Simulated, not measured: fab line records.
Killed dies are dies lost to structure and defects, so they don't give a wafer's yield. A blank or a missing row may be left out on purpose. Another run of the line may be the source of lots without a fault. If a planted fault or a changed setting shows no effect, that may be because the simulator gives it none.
Lot-split experiment | flow sfq line | route with 325 steps; 5 lots, 17 wafers read

## THE SPLIT ITSELF
At SFQ_TRILAYER_M4_LITHO_COAT_093 (resist thk 600 nm), the setting spin rpm was moved away from the recipe's 3000 rpm on 4 of the 17 wafers read, by -3.9% to +3.3%. This setting was run at the recipe's value on the other wafers.

Reading taken at the split's own step.

## THE READING
KrF_of_TRILAYER_M4_LITHO_COAT_093.thk nm (the simulator's own value, which no gauge read), in nm, at SFQ_TRILAYER_M4_LITHO_COAT_093 (resist thk 600 nm). There is no usual value for it anywhere in the file. The 13 wafers here that ran the recipe average 600.1 nm, standard deviation 1.6 nm.

wafer  | tool, chamber at the split | spin rpm as run, rpm | against the recipe | KrF_of_TRILAYER_M4_LITHO_COAT_093.thk nm, nm | against lot-mates on the recipe
L077.1 | litho track-02, 0          | 3099                 | +3.3%              | 588.5                                        | -11.0
L077.2 | litho track-02, 0          | 3000                 | recipe             | 599.5                                        | -
L078.1 | litho track-02, 0          | 2882                 | -3.9%              | 608.7                                        | +10.2
L078.2 | litho track-02, 0          | 3000                 | recipe             | 599.1                                        | -
L078.3 | litho track-02, 0          | 2882                 | -3.9%              | 609.8                                        | +11.3
L078.4 | litho track-02, 0          | 2882                 | -3.9%              | 610.2                                        | +11.8
L078.6 | litho track-02, 0          | 3000                 | recipe             | 597.8                                        | -
L079.3 | litho track-02, 0          | 3000                 | recipe             | 599.9                                        | -
L079.6 | litho track-02, 0          | 3000                 | recipe             | 599.4                                        | -
L081.1 | litho track-01, 0          | 3000                 | recipe             | 598.3                                        | -
L081.2 | litho track-01, 0          | 3000                 | recipe             | 601.1                                        | -
L081.4 | litho track-01, 0          | 3000                 | recipe             | 599.4                                        | -
L081.5 | litho track-01, 0          | 3000                 | recipe             | 598.7                                        | -
L081.6 | litho track-01, 0          | 3000                 | recipe             | 601.2                                        | -
L085.3 | litho track-02, 0          | 3000                 | recipe             | 603.3                                        | -
L085.4 | litho track-02, 0          | 3000                 | recipe             | 602.4                                        | -
L085.6 | litho track-02, 0          | 3000                 | recipe             | 601                                          | -

THE FIT
A straight line over all 17 wafers: KrF_of_TRILAYER_M4_LITHO_COAT_093.thk nm changes by -2.67 nm for each +1% of spin rpm; r = -0.95; the points scatter about the line by 1.7 nm.
The same after taking each lot's own level away (the mean of its wafers on the recipe; 17 wafers): -2.95 nm for each +1%; r = -0.99; scatter 0.97 nm.
According to that fit, moving spin rpm by its largest amount changes the reading by 12 nm.
Measured against the standard deviation above, the lots' own levels, which go from 598.45 to 602.23 nm, span 2.4 times it.
Hence the lot-to-lot level has little effect on the slope; both slopes agree.
Check: with one of the wafers moved furthest among these (-3.9%) left out of the fit, the line predicts +11.9 nm for it against its lot-mates. Against them it came out at +10.2 nm.

## FURTHER SPLITS ON THESE WAFERS
Other splits were also applied to these wafers ahead of the reading. Each is held against what the fit with the lots' levels taken away leaves over:
other split on the same wafers               | wafers away from the commonest value | r with KrF_of_TRILAYER_M4_LITHO_COAT_093.thk nm (lot level and that fit taken away)
SFQ_TRILAYER_I3_VIA_LITHO_EXPOSE_086 dose mj | 7                                    | -0.13
SFQ_TRILAYER_M4_DEP_SPUTTER_091 time s       | 0                                    | -

## FILE'S OWN FIT
KrF_of_TRILAYER_M4_LITHO_COAT_093.thk nm changes by -2.95 nm for each +1% of spin rpm, r = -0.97.
